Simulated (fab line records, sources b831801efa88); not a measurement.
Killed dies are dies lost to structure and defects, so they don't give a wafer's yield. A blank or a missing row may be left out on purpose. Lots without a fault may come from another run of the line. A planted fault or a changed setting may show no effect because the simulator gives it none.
Which tool did it? | flow sfq_line | 7 lots, 21 wafers sampled, at 2 steps of a route of 325

WHAT THE GAUGES READ, wafer by wafer
SFQ_I0_BOW_MEAS_907.
lot  | measured     | on            | I0_BOW (um)
L834 | day 9 16:10  | film_metro-03 | -15 6 11
L836 | day 10 08:38 | film_metro-01 | 13 12 2
L842 | day 12 23:46 | film_metro-03 | 1 -13 -8
L846 | day 13 15:40 | film_metro-03 | 6 2 -2
L848 | day 14 00:41 | film_metro-01 | 5 -7 -4
L851 | day 14 23:47 | film_metro-01 | 6 7 8
L853 | day 15 14:11 | film_metro-03 | 7 -8 -9

WHICH TOOL RAN EACH LOT (tool, then ch and the chambers of the sampled wafers, then the start)
lot  | SFQ_TRILAYER_L0_VIA_STRIP_STRIP_017
L834 | rie_metal-03 ch 0,1, day 6 01:12
L836 | rie_metal-02 ch 0,1, day 6 12:00
L842 | rie_metal-04 ch 0,1, day 8 07:02
L846 | rie_metal-03 ch 0,1, day 9 04:38
L848 | rie_metal-02 ch 0,1, day 9 15:38
L851 | rie_metal-04 ch 0,1, day 10 13:02
L853 | rie_metal-04 ch 0,1, day 11 00:50
- SFQ_TRILAYER_L0_VIA_STRIP_STRIP_017: strips in O2.

THE ANSWER, worked out from the rows above alone
Rule: what is usual is taken from the lots themselves. Put in order of their means at a reading, lots are off if they are a third of the lots or fewer, leave a main group of 4 or more, and stand apart from it by a gap of 3 or more times the standard deviation of the main group's means; of several such gaps the widest counts. A main group whose means are all the same, to the digits that the tables above print for the reading, isn't used. A lot without any number at a reading at which 4 lots or more have one is off too. The other lots that the step has rows for count as sound.
No lot is off at any reading shown: from this, nothing can be told.

WHAT THE SIMULATOR HAD PUT IN
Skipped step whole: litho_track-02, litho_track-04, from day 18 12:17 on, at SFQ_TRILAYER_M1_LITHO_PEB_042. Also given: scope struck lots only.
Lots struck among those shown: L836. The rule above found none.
